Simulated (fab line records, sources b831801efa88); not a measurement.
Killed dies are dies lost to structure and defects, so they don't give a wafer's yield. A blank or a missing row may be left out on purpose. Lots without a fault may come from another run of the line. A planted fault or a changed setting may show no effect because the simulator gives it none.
Chamber matching | flow gf180mcu | GF_PASSIVATION_CVD_00 on pecvd-02: 3 sister chambers
The step deposits SiO2 from TEOS, target thk 1000 nm, time 111.95 s. 14 wafers are shown with their chamber, then 7 later ones without.

WAFERS WITH THEIR CHAMBER
wafer  | chamber | heater_power_w (W)
L957.2 | 2       | 664
L957.5 | 0       | 693
L957.6 | 2       | 705
L958.2 | 2       | 635
L958.3 | 0       | 629
L958.6 | 0       | 671
L959.1 | 2       | 732
L959.4 | 0       | 631
L959.5 | 1       | 583
L967.1 | 2       | 631
L967.3 | 0       | 692
L967.4 | 1       | 609
L976.2 | 0       | 622
L976.3 | 1       | 471

SIGNATURES (means of the wafers above)
reading        | chamber 0 | chamber 1 | chamber 2 | scatter within a chamber
heater_power_w | 656.33    | 554.33    | 673.40    | 46.7
Rule: a wafer's distance from a chamber is the root of the sum, over the readings, of the square of ((its reading less the chamber's mean) divided by the reading's scatter). The wafer belongs to the nearest chamber; if the next one is less than 2 further off, it can't be placed. The scatter: the root of (the sum of the squares of (reading less its chamber's mean) over the shown wafers, divided by (wafers less chambers)).

WAFERS WITHOUT THEIR CHAMBER
wafer  | heater_power_w (W)
L976.6 | 573
L978.1 | 678
L978.2 | 530
L978.6 | 572
L979.1 | 616
L979.5 | 555
L979.6 | 695

WHICH CHAMBER EACH WENT THROUGH
wafer  | from the rows above          | in truth
L976.6 | can't be placed: 1 or 0 or 2 | 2
L978.1 | can't be placed: 2 or 0      | 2
L978.2 | 1                            | 1
L978.6 | can't be placed: 1 or 0 or 2 | 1
L979.1 | can't be placed: 0 or 2 or 1 | 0
L979.5 | 1                            | 1
L979.6 | can't be placed: 2 or 0      | 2
Placed correctly: 2 of 7. Can't be placed from these rows: 5 (the true chamber is among the candidates in 5). Placed wrongly: 0.
